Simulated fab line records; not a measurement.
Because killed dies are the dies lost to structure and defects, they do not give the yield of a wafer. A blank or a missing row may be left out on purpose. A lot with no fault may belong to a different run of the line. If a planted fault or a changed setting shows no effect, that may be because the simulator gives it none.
Matching of chambers || flow gf180mcu || cmp-02 running GF_CONTACT_CMP_04: 4 sister chambers
The step polishes SiO2. 18 wafers are shown with their chamber, then 8 later ones without.

EACH WAFER AND ITS CHAMBER
{"wafer": "L163.1", "chamber": 0, "motor-current-A (A)": 11.8, "time-to-endpoint-s (s)": 105}
{"wafer": "L163.3", "chamber": 1, "motor-current-A (A)": 13.2, "time-to-endpoint-s (s)": 114}
{"wafer": "L163.6", "chamber": 1, "motor-current-A (A)": 12.7, "time-to-endpoint-s (s)": 124}
{"wafer": "L165.1", "chamber": 3, "motor-current-A (A)": 10.9, "time-to-endpoint-s (s)": 107}
{"wafer": "L165.3", "chamber": 1, "motor-current-A (A)": 13.5, "time-to-endpoint-s (s)": 108}
{"wafer": "L165.5", "chamber": 2, "motor-current-A (A)": 14.7, "time-to-endpoint-s (s)": 119}
{"wafer": "L167.1", "chamber": 2, "motor-current-A (A)": 15.3, "time-to-endpoint-s (s)": 109}
{"wafer": "L167.3", "chamber": 1, "motor-current-A (A)": 13.0, "time-to-endpoint-s (s)": 104}
{"wafer": "L167.5", "chamber": 3, "motor-current-A (A)": 10.7, "time-to-endpoint-s (s)": 104}
{"wafer": "L168.3", "chamber": 0, "motor-current-A (A)": 12.3, "time-to-endpoint-s (s)": 108}
{"wafer": "L168.5", "chamber": 3, "motor-current-A (A)": 10.2, "time-to-endpoint-s (s)": 104}
{"wafer": "L168.6", "chamber": 0, "motor-current-A (A)": 12.6, "time-to-endpoint-s (s)": 116}
{"wafer": "L169.2", "chamber": 2, "motor-current-A (A)": 14.8, "time-to-endpoint-s (s)": 113}
{"wafer": "L169.3", "chamber": 0, "motor-current-A (A)": 11.8, "time-to-endpoint-s (s)": 107}
{"wafer": "L169.6", "chamber": 1, "motor-current-A (A)": 13.5, "time-to-endpoint-s (s)": 109}
{"wafer": "L175.1", "chamber": 3, "motor-current-A (A)": 10.3, "time-to-endpoint-s (s)": 107}
{"wafer": "L175.6", "chamber": 3, "motor-current-A (A)": 10.4, "time-to-endpoint-s (s)": 116}
{"wafer": "L179.1", "chamber": 1, "motor-current-A (A)": 13.3, "time-to-endpoint-s (s)": 109}

SIGNATURES (means of the wafers above)
{"reading": "motor-current-A", "chamber 0": 12.125, "chamber 1": 13.200, "chamber 2": 14.933, "chamber 3": 10.500, "scatter within a chamber": 0.327}
{"reading": "time-to-endpoint-s", "chamber 0": 109.00, "chamber 1": 111.33, "chamber 2": 113.67, "chamber 3": 107.60, "scatter within a chamber": 5.74}
Rule: for a wafer and a chamber, the distance is found by dividing, reading by reading, the gap between the wafer's reading and the chamber's mean by the reading's scatter, squaring, summing and taking the root. The wafer belongs to the nearest chamber; if the next one is less than 2 further off, it can't be placed. The scatter: take each reading less its chamber's mean, square it, sum over the shown wafers, divide by the number of wafers less the number of chambers, and take the root.

WAFERS WITH NO CHAMBER GIVEN
{"wafer": "L179.2", "motor-current-A (A)": 14.6, "time-to-endpoint-s (s)": 109}
{"wafer": "L179.3", "motor-current-A (A)": 10.2, "time-to-endpoint-s (s)": 96}
{"wafer": "L183.1", "motor-current-A (A)": 13.6, "time-to-endpoint-s (s)": 113}
{"wafer": "L183.5", "motor-current-A (A)": 10.8, "time-to-endpoint-s (s)": 111}
{"wafer": "L183.6", "motor-current-A (A)": 11.9, "time-to-endpoint-s (s)": 111}
{"wafer": "L185.3", "motor-current-A (A)": 10.3, "time-to-endpoint-s (s)": 102}
{"wafer": "L185.4", "motor-current-A (A)": 12.2, "time-to-endpoint-s (s)": 107}
{"wafer": "L185.6", "motor-current-A (A)": 11.8, "time-to-endpoint-s (s)": 112}

CHAMBER TAKEN BY EACH
{"wafer": "L179.2", "from the rows above": 2, "in truth": 2}
{"wafer": "L179.3", "from the rows above": 3, "in truth": 3}
{"wafer": "L183.1", "from the rows above": 1, "in truth": 1}
{"wafer": "L183.5", "from the rows above": 3, "in truth": 3}
{"wafer": "L183.6", "from the rows above": 0, "in truth": 0}
{"wafer": "L185.3", "from the rows above": 3, "in truth": 3}
{"wafer": "L185.4", "from the rows above": 0, "in truth": 0}
{"wafer": "L185.6", "from the rows above": 0, "in truth": 0}
Placed correctly: 8 of 8. Left unplaced by these rows: 0. Number placed wrongly: 0.
